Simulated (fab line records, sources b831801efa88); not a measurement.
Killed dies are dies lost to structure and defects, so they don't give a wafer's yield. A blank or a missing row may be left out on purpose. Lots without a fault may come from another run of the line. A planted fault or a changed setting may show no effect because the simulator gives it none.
Problem report in the 8D (eight disciplines) form, filled by code | flow sfq_line | the parts of the form that need people (team, actions taken, sign-off) are left out

1. THE PROBLEM
oes_product_au at SFQ_TRILAYER_M2_BARC_OPEN_METAL_ETCH_077 reads a mean of 0.802 a.u. on 2 wafers of 2 lots; wafers without a fault read 0.685 a.u. with a standard deviation of 0.0045. That is +26 standard deviations from the usual mean.
The step: etches BARC in O2, target depth 125 nm, time 41.7 s.
First seen on wafer L944.3, day 33 10:19, on rie_metal-01. The record holds 42 wafers of 14 lots with a number at this step. Rule for "out", or "out of limits": more than 4 standard deviations from the usual mean. The other wafers with a number count as sound.

2. WHAT IT IS AND WHAT IT IS NOT
question                    | is                           | is not
which readings at this step | oes_product_au, run_length_s | drypump_motor_current_A
which lots                  | L944, L946                   | L938, L939, L940, L941, L947, L950, L951, L953, L957, L958, L960, L961
which wafers of those lots  | L944.3, L946.3               | L944.1, L944.5, L946.1, L946.5
read on which tools         | rie_metal-01                 | rie_metal-02, rie_metal-04
when                        | from day 33 10:19            | up to then (14 sound wafers); but 26 sound wafers of L946, L947, L950, L951, L953, L957, L958, L960, L961 came after

3. SUSPECTS, AND WHAT RULES EACH OUT
Counting: a tool at a process step up to the reading stays a suspect if it ran every lot that is out. Sound lots after the first of them don't rule it out here, since some wafers of a struck lot are sound.
- rie_metal-01 at SFQ_TRILAYER_M2_BARC_OPEN_METAL_ETCH_077 (etches BARC in O2, target depth 125 nm, time 41.7 s): kept. It ran every lot that is out, first L944 (day 33 10:19); its last sound lot up to then is L939 (day 32 10:19). Its own readings are out on those wafers: oes_product_au, run_length_s.
Left after counting: rie_metal-01 at SFQ_TRILAYER_M2_BARC_OPEN_METAL_ETCH_077.

4. THE CAUSE (what the simulator had put in)
Process parameter drift: rie_metal-01, from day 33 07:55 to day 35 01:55, at SFQ_TRILAYER_M2_BARC_OPEN_METAL_ETCH_077. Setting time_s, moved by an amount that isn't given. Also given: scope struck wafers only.
Counting left only this tool.

5. THE CHAIN OF EFFECTS, in route order
Each row: a reading whose mean over the struck wafers that have a number lies more than 3 standard deviations from the usual. Only readings for which the record gives a usual standard deviation are gone through. hours: the time from each lot's start at the first step in this table that gives one to its start at this step, as a median over the lots. sigmas: the change in usual standard deviations.
hours | step                                     | reading        | usual      | on struck wafers | change | sigmas
0     | SFQ_TRILAYER_M2_BARC_OPEN_METAL_ETCH_077 | oes_product_au | 0.685 a.u. | 0.802            | +0.117 | +26
0     | SFQ_TRILAYER_M2_BARC_OPEN_METAL_ETCH_077 | run_length_s   | 69.9 s     | 62.4             | -7.5   | -19
The process steps in it:
- SFQ_TRILAYER_M2_BARC_OPEN_METAL_ETCH_077: etches BARC in O2, target depth 125 nm, time 41.7 s.

6. WHAT WOULD HAVE CAUGHT IT SOONER
In this record the first reading out of limits was taken at day 33 10:19, 2 hours after the fault began at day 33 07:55.
